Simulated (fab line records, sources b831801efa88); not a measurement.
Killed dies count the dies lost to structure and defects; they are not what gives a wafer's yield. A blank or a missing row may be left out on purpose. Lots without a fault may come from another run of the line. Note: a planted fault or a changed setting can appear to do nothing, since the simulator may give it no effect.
Matching of chambers -- flow gf180mcu -- rie_diel-03 running GF_PASSIVATION_ETCH_11: 4 sister chambers
The step etches the open film in CF4/O2, stops on TiN, target depth 1800 nm, time 400 s. 7 wafers are shown with their chamber, then 7 later ones without.

== EACH WAFER AND ITS CHAMBER ==
wafer,chamber,drypump_motor_current_A (A),oes_product_au (a.u.)
L083.1,2,4.9,0.966
L087.5,2,4.8,0.981
L089.1,1,6.0,0.970
L089.3,3,6.4,0.963
L089.5,1,6.0,0.981
L093.1,0,5.7,0.985
L093.4,3,6.4,0.972

== WAFERS WHOSE CHAMBER IS MISSING ==
wafer,drypump_motor_current_A (A),oes_product_au (a.u.)
L093.5,6.0,0.976
L095.1,6.0,0.969
L095.3,6.4,0.968
L095.6,6.3,0.981
L097.1,5.7,0.969
L097.3,6.3,0.988
L097.5,5.7,0.983

== CHAMBER TAKEN BY EACH ==
wafer,from the rows above,in truth
L093.5,1,1
L095.1,1,1
L095.3,3,3
L095.6,3,3
L097.1,0,0
L097.3,3,3
L097.5,0,0
Placed correctly: 7 of 7. Can't be placed from these rows: 0. 0 placed wrongly.
How it was worked out, from the rows above alone: a wafer's distance from a chamber is the root of the sum, over the readings, of the square of ((its reading less the chamber's mean) divided by the reading's scatter). The wafer belongs to the nearest chamber; if the next one is less than 2 further off, it can't be placed. For every chamber, the mean is computed from those of its wafers that are shown. The scatter: take each reading less its chamber's mean, square it, sum over the shown wafers, divide by the number of wafers less the number of chambers, and take the root.
